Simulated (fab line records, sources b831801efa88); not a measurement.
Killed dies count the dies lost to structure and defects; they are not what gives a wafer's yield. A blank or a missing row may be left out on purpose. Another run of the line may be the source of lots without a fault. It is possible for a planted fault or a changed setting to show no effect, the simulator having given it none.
Which tool is to blame? :: flow sky130 :: 11 lots with 33 wafers sampled at 5 steps, on a route of 708 steps

## WHAT EACH GAUGE READ, for each wafer
SKY_VIA3_OVL_MEAS_13.
lot: L836
measured: day 39 13:16
on: overlay-02
VIA3_OVL (nm): -6 2 -1

lot: L838
measured: day 40 09:41
on: overlay-01
VIA3_OVL (nm): 0 1 1

lot: L839
measured: day 40 14:56
on: overlay-02
VIA3_OVL (nm): -5 -2 -2

lot: L841
measured: day 41 09:43
on: overlay-02
VIA3_OVL (nm): -4 -1 -1

lot: L843
measured: day 41 17:22
on: overlay-02
VIA3_OVL (nm): -7 -1 -11

lot: L844
measured: day 41 22:53
on: overlay-01
VIA3_OVL (nm): 0 -2 1

lot: L845
measured: day 42 05:08
on: overlay-01
VIA3_OVL (nm): 0 -1 -5

lot: L847
measured: day 42 21:08
on: overlay-02
VIA3_OVL (nm): 3 -4 -7

lot: L849
measured: day 43 05:57
on: overlay-02
VIA3_OVL (nm): 5 4 8

lot: L850
measured: day 43 17:46
on: overlay-02
VIA3_OVL (nm): 0 5 2

lot: L859
measured: day 46 01:05
on: overlay-01
VIA3_OVL (nm): 8 10 5

SKY_CAP2M_RS_MEAS_03: measures by four-point-probe.
lot: L836
measured: day 39 15:02
on: film-metro-03
CAP2M_TIN_RS (ohm/sq): 6.92 6.94 7.01

lot: L838
measured: day 40 11:25
on: film-metro-02
CAP2M_TIN_RS (ohm/sq): 6.99 6.90 6.95

lot: L839
measured: day 40 16:45
on: film-metro-02
CAP2M_TIN_RS (ohm/sq): 7.00 6.96 7.16

lot: L841
measured: day 41 14:46
on: film-metro-03
CAP2M_TIN_RS (ohm/sq): 7.11 7.06 6.80

lot: L843
measured: day 41 19:08
on: film-metro-01
CAP2M_TIN_RS (ohm/sq): 6.72 6.99 6.84

lot: L844
measured: day 42 01:07
on: film-metro-03
CAP2M_TIN_RS (ohm/sq): 6.89 6.71 6.91

lot: L845
measured: day 42 06:53
on: film-metro-01
CAP2M_TIN_RS (ohm/sq): 6.96 7.17 6.95

lot: L847
measured: day 42 22:57
on: film-metro-03
CAP2M_TIN_RS (ohm/sq): 6.98 7.09 6.99

lot: L849
measured: day 43 07:46
on: film-metro-02
CAP2M_TIN_RS (ohm/sq): 6.97 6.80 6.85

lot: L850
measured: day 43 19:34
on: film-metro-01
CAP2M_TIN_RS (ohm/sq): 6.85 6.82 6.77

lot: L859
measured: day 46 03:14
on: film-metro-01
CAP2M_TIN_RS (ohm/sq): 7.06 7.12 7.01

SKY_PASSIVATION_THK_MEAS_03.
lot: L836
measured: day 43 20:31
on: film-metro-04
PASSIVATION_CVD_02_THK (nm): 535 541 542

lot: L838
measured: day 44 11:48
on: film-metro-02
PASSIVATION_CVD_02_THK (nm): 545 553 531

lot: L839
measured: day 44 20:34
on: film-metro-02
PASSIVATION_CVD_02_THK (nm): 536 533 540

lot: L841
measured: day 45 12:25
on: film-metro-03
PASSIVATION_CVD_02_THK (nm): 532 541 545

lot: L843
measured: day 45 17:55
on: film-metro-02
PASSIVATION_CVD_02_THK (nm): 546 534 535

lot: L844
measured: day 45 23:35
on: film-metro-02
PASSIVATION_CVD_02_THK (nm): 524 536 549

lot: L845
measured: day 46 03:09
on: film-metro-04
PASSIVATION_CVD_02_THK (nm): 541 549 557

lot: L847
measured: day 46 18:58
on: film-metro-03
PASSIVATION_CVD_02_THK (nm): 592 603 597 592 603 598

lot: L849
measured: day 47 01:34
on: film-metro-04
PASSIVATION_CVD_02_THK (nm): 597 597 612 596 597 612

lot: L850
measured: day 47 11:52
on: film-metro-03
PASSIVATION_CVD_02_THK (nm): 539 547 540

lot: L859
measured: day 49 13:40
on: film-metro-02
PASSIVATION_CVD_02_THK (nm): 525 539 542

## WHAT TOOL EACH LOT RAN ON (gives the tool, then ch and the chambers of the sampled wafers, and finally the start)
lot: L836
SKY_METAL5_DESCUM_14: rie-metal-04 ch 0,1, day 43 19:20
SKY_PASSIVATION_CVD_02: pecvd-01 ch 0,1,2, day 43 20:17

lot: L838
SKY_METAL5_DESCUM_14: rie-metal-03 ch 0,1, day 44 10:38
SKY_PASSIVATION_CVD_02: pecvd-04 ch 0,1, day 44 11:34

lot: L839
SKY_METAL5_DESCUM_14: rie-metal-03 ch 0,1, day 44 19:22
SKY_PASSIVATION_CVD_02: pecvd-02 ch 0,1,2, day 44 20:21

lot: L841
SKY_METAL5_DESCUM_14: rie-metal-04 ch 0,1, day 45 11:15
SKY_PASSIVATION_CVD_02: pecvd-02 ch 0,2, day 45 12:11

lot: L843
SKY_METAL5_DESCUM_14: rie-metal-03 ch 0,1, day 45 16:43
SKY_PASSIVATION_CVD_02: pecvd-02 ch 1,2, day 45 17:40

lot: L844
SKY_METAL5_DESCUM_14: rie-metal-04 ch 0, day 45 22:02
SKY_PASSIVATION_CVD_02: pecvd-04 ch 0,1, day 45 23:14

lot: L845
SKY_METAL5_DESCUM_14: rie-metal-02 ch 0,1, day 46 01:59
SKY_PASSIVATION_CVD_02: pecvd-02 ch 0,1, day 46 02:55

lot: L847
SKY_METAL5_DESCUM_14: rie-metal-03 ch 0,1, day 46 17:46
SKY_PASSIVATION_CVD_02: pecvd-04 ch 0,1,2, day 46 18:43

lot: L849
SKY_METAL5_DESCUM_14: rie-metal-02 ch 0,1, day 47 00:24
SKY_PASSIVATION_CVD_02: pecvd-04 ch 1,2, day 47 01:20

lot: L850
SKY_METAL5_DESCUM_14: rie-metal-02 ch 0,1, day 47 10:38
SKY_PASSIVATION_CVD_02: pecvd-01 ch 0,1,2, day 47 11:44

lot: L859
SKY_METAL5_DESCUM_14: rie-metal-04 ch 0, day 49 12:28
SKY_PASSIVATION_CVD_02: pecvd-02 ch 0,2, day 49 13:25
- SKY_METAL5_DESCUM_14: chemistry O2, time 11 s.
- SKY_PASSIVATION_CVD_02: deposits Si3N4, target thk 540 nm.

## WHAT THE TOOLS THEMSELVES READ (means of the sampled wafers that have a number; where no wafer has one, the mark that the record gives instead)
SKY_METAL5_DESCUM_14.
lot: L836
tool: rie-metal-04
drypump-motor-current-A (A): 5.60
oes-product-au (a.u.): 1.001

lot: L838
tool: rie-metal-03
drypump-motor-current-A (A): 5.72
oes-product-au (a.u.): 0.969

lot: L839
tool: rie-metal-03
drypump-motor-current-A (A): 5.67
oes-product-au (a.u.): 0.971

lot: L841
tool: rie-metal-04
drypump-motor-current-A (A): 5.53
oes-product-au (a.u.): 0.997

lot: L843
tool: rie-metal-03
drypump-motor-current-A (A): 5.74
oes-product-au (a.u.): 0.961

lot: L844
tool: rie-metal-04
drypump-motor-current-A (A): 5.46
oes-product-au (a.u.): 0.984

lot: L845
tool: rie-metal-02
drypump-motor-current-A (A): 6.12
oes-product-au (a.u.): 1.021

lot: L847
tool: rie-metal-03
drypump-motor-current-A (A): 5.73
oes-product-au (a.u.): 0.976

lot: L849
tool: rie-metal-02
drypump-motor-current-A (A): 6.13
oes-product-au (a.u.): 1.028

lot: L850
tool: rie-metal-02
drypump-motor-current-A (A): 6.11
oes-product-au (a.u.): 1.017

lot: L859
tool: rie-metal-04
drypump-motor-current-A (A): 5.46
oes-product-au (a.u.): 0.987

SKY_PASSIVATION_CVD_02.
lot: L836
tool: pecvd-01
heater-power-w (W): 684
rf-fwd-power-W (W): 449.5
susceptor-temp-C (C): 400.07

lot: L838
tool: pecvd-04
heater-power-w (W): 697
rf-fwd-power-W (W): 449.5
susceptor-temp-C (C): 399.98

lot: L839
tool: pecvd-02
heater-power-w (W): 768
rf-fwd-power-W (W): 448.8
susceptor-temp-C (C): 399.87

lot: L841
tool: pecvd-02
heater-power-w (W): 807
rf-fwd-power-W (W): 450.0
susceptor-temp-C (C): 400.01

lot: L843
tool: pecvd-02
heater-power-w (W): 856
rf-fwd-power-W (W): 447.1
susceptor-temp-C (C): 399.89

lot: L844
tool: pecvd-04
heater-power-w (W): 712
rf-fwd-power-W (W): 451.2
susceptor-temp-C (C): 400.16

lot: L845
tool: pecvd-02
heater-power-w (W): 682
rf-fwd-power-W (W): 448.9
susceptor-temp-C (C): 400.00

lot: L847
tool: pecvd-04
heater-power-w (W): 635
rf-fwd-power-W (W): 628.7
susceptor-temp-C (C): 400.12

lot: L849
tool: pecvd-04
heater-power-w (W): 635
rf-fwd-power-W (W): 630.0
susceptor-temp-C (C): 399.98

lot: L850
tool: pecvd-01
heater-power-w (W): 593
rf-fwd-power-W (W): 448.1
susceptor-temp-C (C): 400.09

lot: L859
tool: pecvd-02
heater-power-w (W): 803
rf-fwd-power-W (W): 447.3
susceptor-temp-C (C): 399.90

## THE ANSWER, worked out from the rows above alone
Rule: usual is defined by the lots themselves. Put in order of their means at a reading, lots are off if they are a third of the lots or fewer, leave a main group of 4 or more, and stand apart from it by a gap of 3 or more times the standard deviation of the main group's means; of several such gaps the widest counts. The tables above print the reading to a certain number of digits; a main group whose means all agree to those digits is not used. A lot without any number at a reading at which 4 lots or more have one is off too. The other lots that the step has rows for count as sound. The gauges are gone through in route order, then the tools' own readings, and for those a lot's mean is taken as printed above. At the first step where some lot is off, the reading lying furthest off is the one used; lots without a number count as furthest.
Off: L847, L849, seen at SKY_PASSIVATION_THK_MEAS_03 (PASSIVATION_CVD_02_THK). For the main group the mean is 540 nm and the standard deviation 4.
A tool fits if, at a process step before that reading, it ran every lot that is off, and no sound lot after the first of them. Not tried: the gauges at SKY_PASSIVATION_THK_MEAS_03; whatever is off there is also off at SKY_PASSIVATION_CVD_02, on other tools, and gauge error can't account for it. One fits: pecvd-04 at SKY_PASSIVATION_CVD_02. Its last sound lot is L844 (day 45 23:14), its first lot that is off L847 (day 46 18:43): a fault that began between those two fits.
On the lots that are off, the tool's own readings at SKY_PASSIVATION_CVD_02 differ by more than 5 times the standard deviation of the sound lots' means, which bears it out; rf-fwd-power-W reads 629.4 W there versus 448.9 W on the sound lots.

## WHAT WAS PUT IN BY THE SIMULATOR
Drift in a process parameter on pecvd-04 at SKY_PASSIVATION_CVD_02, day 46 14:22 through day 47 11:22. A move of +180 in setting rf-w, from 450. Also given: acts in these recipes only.
Shown lots that were struck: L847, L849. Same finding as the rule above.
